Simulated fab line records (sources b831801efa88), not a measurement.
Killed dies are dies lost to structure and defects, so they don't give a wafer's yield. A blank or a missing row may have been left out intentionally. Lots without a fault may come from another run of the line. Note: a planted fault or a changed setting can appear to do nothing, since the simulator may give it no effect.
Tool commonality check / flow sky130 / 33 wafers sampled across 11 lots

WHAT PROMPTED THE OPENING
SKY_SD_N_RS_MEAS_16, reading SD_N_RS: flagged on 2 of 11 lots. Wafers without a fault read 68.60 ohm/sq, standard deviation 0.11.
Rule: a lot gets a flag if all its wafers with a number sit over 4 standard deviations from that mean, or if no wafer of it has a number. The other lots count as sound.

lot=L159; measured=day 27 11:09; on=film_metro-02; SD_N_RS (ohm/sq), wafer by wafer=68.64 68.62 68.62; flag=
lot=L161; measured=day 28 07:58; on=film_metro-04; SD_N_RS (ohm/sq), wafer by wafer=68.49 68.43 68.71; flag=
lot=L162; measured=day 28 14:52; on=film_metro-04; SD_N_RS (ohm/sq), wafer by wafer=68.64 68.47 68.65; flag=
lot=L163; measured=day 28 23:35; on=film_metro-01; SD_N_RS (ohm/sq), wafer by wafer=68.55 68.54 68.57; flag=
lot=L167; measured=day 30 18:34; on=film_metro-02; SD_N_RS (ohm/sq), wafer by wafer=64.10 63.94 64.21; flag=FLAGGED
lot=L168; measured=day 31 06:05; on=film_metro-02; SD_N_RS (ohm/sq), wafer by wafer=64.18 64.31 64.17; flag=FLAGGED
lot=L178; measured=day 34 01:22; on=film_metro-04; SD_N_RS (ohm/sq), wafer by wafer=68.68 68.54 68.49; flag=
lot=L179; measured=day 34 09:03; on=film_metro-02; SD_N_RS (ohm/sq), wafer by wafer=68.78 68.61 68.86; flag=
lot=L180; measured=day 34 15:47; on=film_metro-04; SD_N_RS (ohm/sq), wafer by wafer=68.52 68.46 68.49; flag=
lot=L181; measured=day 34 20:14; on=film_metro-04; SD_N_RS (ohm/sq), wafer by wafer=68.74 68.63 68.66; flag=
lot=L182; measured=day 35 00:24; on=film_metro-04; SD_N_RS (ohm/sq), wafer by wafer=68.75 68.61 68.59; flag=
The numbers of the flagged lots are 64.15 ohm/sq on average: -4.45 ohm/sq against the usual, or -40 standard deviations.

EACH LOT AND THE TOOL IT RAN ON
The record holds 4 process steps before the reading, out of a route of 708 steps. In each cell: the tool, then ch and the chambers that the sampled wafers went through, then the start.
lot=L159; flag=; SKY_LDD_P_STRIP_10=plasma_asher-04 ch 0,1, day 18 13:55; SKY_SD_P_STRIP_10=plasma_asher-02 ch 0,1, day 24 23:53; SKY_RES_XHIGH_STRIP_08=plasma_asher-04 ch 0, day 26 05:30; SKY_SD_N_RTA_14=rtp_anneal-02 ch 0, day 27 10:58
lot=L161; flag=; SKY_LDD_P_STRIP_10=plasma_asher-03 ch 0,1, day 19 14:32; SKY_SD_P_STRIP_10=plasma_asher-01 ch 0,1, day 25 22:32; SKY_RES_XHIGH_STRIP_08=plasma_asher-04 ch 0,1, day 27 02:39; SKY_SD_N_RTA_14=rtp_anneal-02 ch 0, day 28 07:46
lot=L162; flag=; SKY_LDD_P_STRIP_10=plasma_asher-04 ch 0,1, day 19 22:28; SKY_SD_P_STRIP_10=plasma_asher-01 ch 0,1, day 26 05:23; SKY_RES_XHIGH_STRIP_08=plasma_asher-04 ch 0,1, day 27 10:33; SKY_SD_N_RTA_14=rtp_anneal-01 ch 0, day 28 14:41
lot=L163; flag=; SKY_LDD_P_STRIP_10=plasma_asher-02 ch 0,1, day 20 07:03; SKY_SD_P_STRIP_10=plasma_asher-01 ch 0,1, day 26 14:11; SKY_RES_XHIGH_STRIP_08=plasma_asher-04 ch 0,1, day 27 18:48; SKY_SD_N_RTA_14=rtp_anneal-02 ch 0, day 28 23:24
lot=L167; flag=FLAGGED; SKY_LDD_P_STRIP_10=plasma_asher-02 ch 0,1, day 22 04:15; SKY_SD_P_STRIP_10=plasma_asher-01 ch 0,1, day 28 09:56; SKY_RES_XHIGH_STRIP_08=plasma_asher-04 ch 0,1, day 29 14:00; SKY_SD_N_RTA_14=rtp_anneal-02 ch 0, day 30 18:23
lot=L168; flag=FLAGGED; SKY_LDD_P_STRIP_10=plasma_asher-03 ch 0,1, day 22 11:13; SKY_SD_P_STRIP_10=plasma_asher-01 ch 0,1, day 28 20:10; SKY_RES_XHIGH_STRIP_08=plasma_asher-01 ch 0,1, day 30 00:57; SKY_SD_N_RTA_14=rtp_anneal-02 ch 0, day 31 05:54
lot=L178; flag=; SKY_LDD_P_STRIP_10=plasma_asher-04 ch 0,1, day 25 17:32; SKY_SD_P_STRIP_10=plasma_asher-02 ch 0,1, day 31 18:01; SKY_RES_XHIGH_STRIP_08=plasma_asher-04 ch 0,1, day 32 21:24; SKY_SD_N_RTA_14=rtp_anneal-02 ch 0, day 34 01:11
lot=L179; flag=; SKY_LDD_P_STRIP_10=plasma_asher-03 ch 0,1, day 25 22:49; SKY_SD_P_STRIP_10=plasma_asher-01 ch 0,1, day 31 23:47; SKY_RES_XHIGH_STRIP_08=plasma_asher-01 ch 0,1, day 33 03:45; SKY_SD_N_RTA_14=rtp_anneal-01 ch 0, day 34 08:53
lot=L180; flag=; SKY_LDD_P_STRIP_10=plasma_asher-03 ch 0,1, day 26 10:13; SKY_SD_P_STRIP_10=plasma_asher-03 ch 0,1, day 32 09:44; SKY_RES_XHIGH_STRIP_08=plasma_asher-02 ch 0,1, day 33 12:55; SKY_SD_N_RTA_14=rtp_anneal-02 ch 0, day 34 15:37
lot=L181; flag=; SKY_LDD_P_STRIP_10=plasma_asher-03 ch 0,1, day 26 14:29; SKY_SD_P_STRIP_10=plasma_asher-01 ch 0,1, day 32 13:35; SKY_RES_XHIGH_STRIP_08=plasma_asher-04 ch 0,1, day 33 17:01; SKY_SD_N_RTA_14=rtp_anneal-01 ch 0, day 34 20:04
lot=L182; flag=; SKY_LDD_P_STRIP_10=plasma_asher-04 ch 0,1, day 26 22:25; SKY_SD_P_STRIP_10=plasma_asher-01 ch 0,1, day 32 19:26; SKY_RES_XHIGH_STRIP_08=plasma_asher-04 ch 0,1, day 33 21:55; SKY_SD_N_RTA_14=rtp_anneal-02 ch 0, day 35 00:13
These steps, and what they do:
- SKY_LDD_P_STRIP_10: strips in O2/N2.
- SKY_SD_P_STRIP_10: strips in O2/N2.
- SKY_RES_XHIGH_STRIP_08: strips in O2/N2.
- SKY_SD_N_RTA_14: time 2 s.
- SKY_SD_N_RS_MEAS_16: measures by four-point-probe.

FLAGGED OVER TOTAL, TOOL BY TOOL (the gauges that took the reading come last)
step=SKY_LDD_P_STRIP_10; tool=plasma_asher-02; lots run=2; flagged=1; share of the flagged lots=some; sound lots run after its first flagged lot=0
step=SKY_LDD_P_STRIP_10; tool=plasma_asher-03; lots run=5; flagged=1; share of the flagged lots=some; sound lots run after its first flagged lot=3 (L179,L180,L181)
step=SKY_LDD_P_STRIP_10; tool=plasma_asher-04; lots run=4; flagged=0; share of the flagged lots=none; sound lots run after its first flagged lot=-
step=SKY_SD_P_STRIP_10; tool=plasma_asher-01; lots run=8; flagged=2; share of the flagged lots=all; sound lots run after its first flagged lot=3 (L179,L181,L182)
step=SKY_SD_P_STRIP_10; tool=plasma_asher-02; lots run=2; flagged=0; share of the flagged lots=none; sound lots run after its first flagged lot=-
step=SKY_SD_P_STRIP_10; tool=plasma_asher-03; lots run=1; flagged=0; share of the flagged lots=none; sound lots run after its first flagged lot=-
step=SKY_RES_XHIGH_STRIP_08; tool=plasma_asher-01; lots run=2; flagged=1; share of the flagged lots=some; sound lots run after its first flagged lot=1 (L179)
step=SKY_RES_XHIGH_STRIP_08; tool=plasma_asher-02; lots run=1; flagged=0; share of the flagged lots=none; sound lots run after its first flagged lot=-
step=SKY_RES_XHIGH_STRIP_08; tool=plasma_asher-04; lots run=8; flagged=1; share of the flagged lots=some; sound lots run after its first flagged lot=3 (L178,L181,L182)
step=SKY_SD_N_RTA_14; tool=rtp_anneal-01; lots run=3; flagged=0; share of the flagged lots=none; sound lots run after its first flagged lot=-
step=SKY_SD_N_RTA_14; tool=rtp_anneal-02; lots run=8; flagged=2; share of the flagged lots=all; sound lots run after its first flagged lot=3 (L178,L180,L182)
step=SKY_SD_N_RS_MEAS_16; tool=film_metro-01; lots run=1; flagged=0; share of the flagged lots=none; sound lots run after its first flagged lot=-
step=SKY_SD_N_RS_MEAS_16; tool=film_metro-02; lots run=4; flagged=2; share of the flagged lots=all; sound lots run after its first flagged lot=1 (L179)
step=SKY_SD_N_RS_MEAS_16; tool=film_metro-04; lots run=6; flagged=0; share of the flagged lots=none; sound lots run after its first flagged lot=-

WHAT IS ALLOWED BY THE TABLE
In the table, 3 rows ran each flagged lot (plasma_asher-01 at SKY_SD_P_STRIP_10; rtp_anneal-02 at SKY_SD_N_RTA_14; film_metro-02 at SKY_SD_N_RS_MEAS_16).
- plasma_asher-01 at SKY_SD_P_STRIP_10: 2 of its 8 lots flagged. Sound lots ran on it after the first flagged one (L179, L181, L182), which a lasting fault on the whole tool wouldn't allow.
- rtp_anneal-02 at SKY_SD_N_RTA_14: 2 of its 8 lots flagged. Sound lots ran on it after the first flagged one (L178, L180, L182), which a lasting fault on the whole tool wouldn't allow. Its own readings lie more than 4 standard deviations out on every wafer of the flagged lots: lamp_power_pct, wafer_temp_C_max.
- film_metro-02 at SKY_SD_N_RS_MEAS_16: 2 of its 4 lots flagged. Sound lots ran on it after the first flagged one (L179), which a lasting fault on the whole tool wouldn't allow.
No row of the table ran every flagged lot and no sound lot after the first.

WHAT HAD BEEN PUT IN BY THE SIMULATOR
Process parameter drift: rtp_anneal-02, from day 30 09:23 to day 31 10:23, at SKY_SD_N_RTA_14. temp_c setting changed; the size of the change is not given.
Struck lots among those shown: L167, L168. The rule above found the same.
